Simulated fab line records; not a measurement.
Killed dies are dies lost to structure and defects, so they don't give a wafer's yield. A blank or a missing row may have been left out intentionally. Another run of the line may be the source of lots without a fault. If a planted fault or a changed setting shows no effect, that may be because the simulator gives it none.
A lot that was struck, set against a sound lot || flow sky130 || 35 out of 708 route steps
Sound: wafers L242.2, L242.5, L242.6. Struck: wafer L237.6. (L237.3, L237.5 of the same lot were not struck and are left out.) The cause comes at the end.
For every step that has rows: the tool of each side, followed by ch and its chambers, followed by its first start. Under that, the readings that differ: sound wafers || struck wafers || difference of the means || sigmas: that difference in standard deviations of wafers without a fault.
alike: readings whose means differ by less than 2 such deviations, and words and numbers that are the same on both sides. not compared: withheld readings, readings that some wafer has no value for, bounds like >300 that may hide the same value, and numbers for which the record gives no deviation and whose values overlap.
Wherever a step has rows on one side only, a row that says differs or no value, or a row with sigmas, the two part there. Non-overlapping numbers with no deviation appear without sigmas and do not part them. A reading that every wafer of one side lacks parts them only if that side has two wafers or more.

first, 10 steps without rows for these wafers: SKY_VIA2_CLEAN_18 (cleans in IPA, time 180 s); SKY_VIA2_CLEAN_19 (cleans in O3/DIW); SKY_VIA2_SPUTTER_20 (material TiN, target thk 20 nm, time 80 s); SKY_VIA2_CVD_21 (deposits W, target thk 420 nm, time 126.4 s); SKY_VIA2_CMP_24 (polishes, stops on SiO2, t overpolish 20 s, target thk 0 nm); SKY_METAL3_SPUTTER_00 (material Ti, target thk 15 nm, time 10 s); SKY_METAL3_SPUTTER_01 (material TiN, target thk 20 nm, time 16.7 s); SKY_METAL3_SPUTTER_02 (material AlCu, target thk 735 nm, time 39.1 s); SKY_METAL3_SPUTTER_03 (material Ti, target thk 5 nm, time 3.3 s); SKY_METAL3_SPUTTER_04 (material TiN, target thk 70 nm, time 58.3 s).
SKY_CAPM_CVD_00: deposits SiO2, target thk 15.5 nm.
  sound on pecvd-01 ch 0,2, day 40 10:15; struck on pecvd-03 ch 2, day 39 04:37
  alike: heaterPowerW
then, 23 steps without rows for these wafers: SKY_CAPM_SPUTTER_02 (material TiN, target thk 200 nm, time 166.7 s); SKY_CAPM_DEHYDRATE_05 (time 60 s); SKY_CAPM_HMDS_06 (prime time 60 s); SKY_CAPM_COAT_07 (resist thk 1140 nm); SKY_CAPM_SOFTBAKE_08 (time 60 s); SKY_CAPM_EXPOSE_09 (exposes mask CAPM, target cd 1000 nm); SKY_CAPM_PEB_10; SKY_CAPM_DEVELOP_11 (develop time 60 s); SKY_CAPM_METAL_ETCH_13 (etches TiN in Cl2/BCl3, stops on SiO2, target depth 220 nm, time 62.9 s); SKY_CAPM_STRIP_14 (strips in O2/N2); SKY_CAPM_STRIP_15 (strips in post etch residue remover, time 1232 s); SKY_CAPM_CLEAN_16 (cleans in IPA, time 180 s); SKY_CAPM_CLEAN_17 (cleans in O3/DIW); SKY_METAL3_DEHYDRATE_05 (time 60 s); SKY_METAL3_HMDS_06 (prime time 60 s); SKY_METAL3_COAT_07 (resist thk 60 nm); SKY_METAL3_COAT_08 (resist thk 1140 nm); SKY_METAL3_SOFTBAKE_09 (time 90 s); SKY_METAL3_EXPOSE_10 (exposes mask MM3, target cd 300 nm); SKY_METAL3_PEB_11; SKY_METAL3_DEVELOP_12 (develop time 60 s); SKY_METAL3_DESCUM_15 (chemistry O2, time 8 s); SKY_METAL3_ETCH_16 (etches BARC in N2/H2, stops on SiO2, time 88.2 s, target depth 60 nm).
-- the record jumps here: 9 days lie between the struck wafers' starts before and after (it left off in module METAL3 and takes up again in module PAD_OPEN, whose first step shown is number 708 of the route) --
SKY_PAD_OPEN_PROBE_99:
  struck on prober-01, day 47 23:06; sound on prober-02, day 48 23:28
{"reading": "defectLimitedYield (%)", "sound": "81.7 84.3 82.1", "struck": 71.7, "difference": -11.0, "sigmas": -6}
{"reading": "killed_at_M0_to_M3", "sound": "43 29 35", "struck": 52, "difference": "+16", "sigmas": "+2"}
{"reading": "killedAtOther", "sound": "0 0 0", "struck": 43, "difference": "+43", "sigmas": "+57"}
{"reading": "killedDies", "sound": "90 77 88", "struck": 139, "difference": "+54", "sigmas": "+5"}
{"reading": "sort_bin_3_pad_short (%)", "sound": "0.8 0.6 0.8", "struck": 2.2, "difference": "+1.5", "sigmas": "+4"}
{"reading": "sort_bin_5_function (%)", "sound": "10.6 9.1 10.4", "struck": 17.7, "difference": "+7.7", "sigmas": "+5"}
{"reading": "sortNPass", "sound": "402 415 404", "struck": 353, "difference": -54, "sigmas": -5}
{"reading": "sortYieldPct (%)", "sound": "81.7 84.3 82.1", "struck": 71.7, "difference": -11.0, "sigmas": -6}
{"reading": "model.etest.tester.sortNPass", "sound": "402 415 404", "struck": 353, "difference": -54, "sigmas": ""}
{"reading": "model.etest.tester.sortYieldPct (%)", "sound": "81.71 84.35 82.11", "struck": 71.75, "difference": -10.97, "sigmas": ""}
{"reading": "model.etest.tester.sort_bin_5_pct (%)", "sound": "10.57 9.146 10.37", "struck": 17.68, "difference": "+7.65", "sigmas": ""}
{"reading": "model.etest.tester.sort_bin_3_pct (%)", "sound": "0.813 0.6098 0.813", "struck": 2.236, "difference": "+1.491", "sigmas": ""}
  alike: killed_at_M4_up, killedAtContacts, killedAtFrontEnd, killedOpen, killedShort, sort_bin_6_memory

== WHERE THEY PART ==
Within this record, at SKY_PAD_OPEN_PROBE_99 only.

WHY: what had been put in by the simulator
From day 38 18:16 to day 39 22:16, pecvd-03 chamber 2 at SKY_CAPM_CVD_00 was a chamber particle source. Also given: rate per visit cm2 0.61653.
